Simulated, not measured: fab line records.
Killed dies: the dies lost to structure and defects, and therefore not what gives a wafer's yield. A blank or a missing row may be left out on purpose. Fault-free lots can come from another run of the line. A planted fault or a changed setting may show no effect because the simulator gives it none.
2 desks looking at one fault -- flow sky130 -- every desk sees just its own numbers, and what lay behind them comes last

== THE METROLOGY DESK ==
Lot by lot, what the gauges showed, no matter which tool ran the lot: averages of those sampled wafers that carry a number. The brackets show how far a lot's mean lies from the usual mean; more than 4 standard deviations puts the lot out of limits, marked OUT. It has 9 readings; the 7 that lie furthest out on some lot are the ones shown.
Columns: A = NWELL_TW at SKY_NWELL_TW_MEAS_15, usual 1831; B = NWELL_2_TW at SKY_NWELL_TW_MEAS_26, usual 496; C = NWELL_RS at SKY_NWELL_RS_MEAS_29, usual 617.3 ohm/sq; D = PWDE_RS at SKY_NWELL_RS_MEAS_31, usual 5275 ohm/sq; E = cd nm at SKY_VT_ADJUST_HVTP_CD_MEAS_07, usual 379.9 nm; F = VT_ADJUST_HVTP_OVL at SKY_VT_ADJUST_HVTP_OVL_MEAS_08, usual 1.0 nm; G = VT_ADJUST_HVTP_TW at SKY_VT_ADJUST_HVTP_TW_MEAS_11, usual 1343
lot,first seen here,A,B,C,D,E,F,G
L663,day 4 14:17,1824,501,617.6,5278,378.6,1.2,1331
L665,day 5 03:35,1846,493,619.1,5264,378.4,0.3,1349
L667,day 5 12:02,1820,494,618.2,5286,378.6,0.4,1332
L679,day 8 17:59,1828,501,618.3,5285,379.1,3.2,1331
L686,day 10 09:20,1825,497,617.1,5252,383.9,0.2,1360
This desk's verdict: no lot among the 5 shows anything out of limits.

== FOR THE TOOL OWNER'S DESK: iline stepper-01 ==
The tool's own readings at SKY_NWELL_EXPOSE_20 (exposes mask NWM COMPLEMENT, target cd 840 nm): means of the sampled wafers that have a number, for each lot that ran on this tool. The brackets show how far a lot's mean lies from the usual mean; more than 4 standard deviations puts the lot out of limits, marked OUT.
Columns: A = exposure dose mJ cm2 at SKY_NWELL_EXPOSE_20, usual 260.03
lot,first seen here,A
L663,day 4 23:11,259.76
L667,day 5 22:06,260.11
L686,day 10 22:03,259.94
This desk's verdict: no lot among the 3 shows anything out of limits.

== TAKEN TOGETHER ==
At the metrology desk, nothing out of limits was observed.
Nothing out of limits was seen by the tool owner's desk.

== WHAT WAS PUT IN BY THE SIMULATOR ==
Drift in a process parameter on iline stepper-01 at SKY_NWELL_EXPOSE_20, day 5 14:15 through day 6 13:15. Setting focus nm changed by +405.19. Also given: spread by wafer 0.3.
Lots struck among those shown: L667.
